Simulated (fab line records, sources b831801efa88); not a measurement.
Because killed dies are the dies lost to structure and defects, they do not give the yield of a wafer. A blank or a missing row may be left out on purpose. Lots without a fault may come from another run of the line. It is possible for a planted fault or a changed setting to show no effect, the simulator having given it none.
Which tool is to blame? | flow sky130 | 11 lots, 33 wafers sampled, at 2 steps of a route of 708

## WHAT THE GAUGES READ, wafer by wafer
SKY_METAL4_OVL_MEAS_14. Usual: for METAL4_OVL the level is 2 nm and the standard deviation is 5.5.
lot  | measured     | on         | METAL4_OVL (nm) | flag
L210 | day 41 18:57 | overlay-01 | 1 4 10          |
L212 | day 42 10:09 | overlay-01 | -1 -4 3         |
L213 | day 42 19:59 | overlay-02 | -5 -6 -8        |
L214 | day 43 07:27 | overlay-01 | 10 15 10        |
L216 | day 43 17:17 | overlay-02 | -3 2 -1         |
L219 | day 44 20:09 | overlay-02 | 6 6 9           |
L220 | day 44 19:43 | overlay-02 | 6 -1 5          |
L222 | day 45 13:18 | overlay-01 | 1 10 4          |
L223 | day 45 20:09 | overlay-01 | -7 -9 -6        |
L224 | day 46 05:48 | overlay-01 | -1 3 1          |
L232 | day 47 20:18 | overlay-02 | 16 13 7         |

## WHAT TOOL EACH LOT RAN ON (gives the tool, then ch and the chambers of the sampled wafers, and finally the start)
lot  | SKY_METAL1_STRIP_21
L210 | wet bench-01 ch 0, day 32 17:57
L212 | wet bench-02 ch 0, day 33 11:11
L213 | wet bench-01 ch 0, day 33 23:28
L214 | wet bench-02 ch 3, day 34 13:44
L216 | wet bench-04 ch 0, day 34 22:57
L219 | wet bench-04 ch 1, day 36 04:24
L220 | wet bench-04 ch 2, day 36 04:55
L222 | wet bench-01 ch 3, day 37 05:39
L223 | wet bench-04 ch 0, day 37 10:58
L224 | wet bench-01 ch 2, day 37 22:59
L232 | wet bench-02 ch 0, day 39 19:07
- SKY_METAL1_STRIP_21: strips in post etch residue remover, time 1200 s.

## WHAT THE TOOLS THEMSELVES READ (means of the sampled wafers that have a number; where no wafer has one, the mark that the record gives instead)
The record holds no such reading with a usual standard deviation.

## THE ANSWER, worked out from the rows above alone
Rule: take the mean of a lot's wafers that have a number; if it is more than 3 standard deviations from the usual mean, the lot is off. Also off: a lot with no number at a reading for which 4 or more lots have one. Where the step has rows for the other lots, those lots are counted as sound. Order of review: gauges by route order, followed by the tools' own readings, for which a lot's mean as printed above is used. At the first step where some lot is off, the reading lying furthest off is the one used; lots without a number count as furthest.
None of the lots is off at any reading shown; this tells nothing.

## WHAT THE SIMULATOR HAD PUT IN
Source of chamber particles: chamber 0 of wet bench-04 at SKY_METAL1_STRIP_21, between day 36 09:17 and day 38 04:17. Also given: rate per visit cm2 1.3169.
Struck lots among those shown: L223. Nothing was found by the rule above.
